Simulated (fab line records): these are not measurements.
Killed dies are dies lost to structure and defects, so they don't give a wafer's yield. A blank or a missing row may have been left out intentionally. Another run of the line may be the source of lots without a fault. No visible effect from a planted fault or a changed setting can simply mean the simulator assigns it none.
A single fault, viewed from 2 desks || flow gf180mcu || every desk sees just its own numbers, and what lay behind them comes last

== DESK OF THE TOOL OWNER: hdpcvd-01 ==
The tool's own readings at GF_V3_CVD_00 (deposits SiO2, target thk 600 nm, time 100 s): means of the sampled wafers that have a number, for each lot that ran on this tool. Any lot whose mean is over 4 standard deviations away from the usual mean is out of limits and marked OUT; that distance is given in the brackets.
Columns: A = sih4_flow_sccm at GF_V3_CVD_00, usual 59.99 sccm; B = susceptor_temp_C at GF_V3_CVD_00, usual 399.98 C
{"lot": "L207", "first seen here": "day 22 10:24", "A": 59.76, "B": 400.07}
{"lot": "L209", "first seen here": "day 22 23:53", "A": 59.98, "B": 400.09}
{"lot": "L218", "first seen here": "day 26 02:21", "A": "80.18 (+99 or more) OUT", "B": 399.97}
{"lot": "L220", "first seen here": "day 26 19:08", "A": "70.01 (+56) OUT", "B": 400.08}
{"lot": "L221", "first seen here": "day 26 23:38", "A": "70.11 (+56) OUT", "B": 399.83}
This desk finds L218, L220, L221 out of limits, L218 being first, at day 26 02:21 (sih4_flow_sccm at GF_V3_CVD_00). L207, L209: within limits.

== THE METROLOGY DESK ==
Means of the sampled wafers that have a number, per lot and without regard to the tool the lot ran on: this is what the gauges read. Any lot whose mean is over 4 standard deviations away from the usual mean is out of limits and marked OUT; that distance is given in the brackets.
Columns: A = M3_OVL at GF_M3_OVL_MEAS_15, usual -1 nm; B = V3_CVD_00_THK at GF_V3_THK_MEAS_01, usual 596 nm
{"lot": "L205", "first seen here": "day 21 12:52", "A": -0, "B": 602}
{"lot": "L206", "first seen here": "day 21 17:42", "A": -7, "B": 594}
{"lot": "L207", "first seen here": "day 22 09:41", "A": -3, "B": 597}
{"lot": "L208", "first seen here": "day 22 13:17", "A": 0, "B": 601}
{"lot": "L209", "first seen here": "day 22 23:11", "A": 4, "B": 594}
{"lot": "L214", "first seen here": "day 24 17:34", "A": -5, "B": 590}
{"lot": "L218", "first seen here": "day 26 01:40", "A": -1, "B": "794 (+30) OUT"}
{"lot": "L220", "first seen here": "day 26 18:28", "A": 4, "B": "688 (+14) OUT"}
{"lot": "L221", "first seen here": "day 26 22:58", "A": -6, "B": "696 (+15) OUT"}
{"lot": "L223", "first seen here": "day 27 15:05", "A": -3, "B": 583}
{"lot": "L225", "first seen here": "day 28 03:19", "A": 0, "B": 598}
{"lot": "L227", "first seen here": "day 28 18:30", "A": 6, "B": 587}
This desk finds L218, L220, L221 out of limits, with the earliest case on L218 at day 26 02:25 (V3_CVD_00_THK at GF_V3_THK_MEAS_01). L205, L206, L207, L208, L209, L214, L223, L225, L227: within limits.

== ALL TOGETHER ==
The tool owner's desk could have raised an alarm at day 26 02:21, on L218, L220, L221.
L218, L220, L221 would have let the metrology desk raise an alarm at day 26 02:25.
Every lot named ran GF_V3_CVD_00 on hdpcvd-01.

== WHAT THE SIMULATOR HAD PUT IN ==
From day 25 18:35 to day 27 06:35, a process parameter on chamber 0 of hdpcvd-01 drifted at GF_V3_CVD_00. Setting sih4_flow_sccm shifted by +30 from 60. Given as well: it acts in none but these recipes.
Struck lots among those shown: L218, L220, L221.
Fault start to first reading out of limits, in hours, per desk: tool owner, 8; metrology, 8.
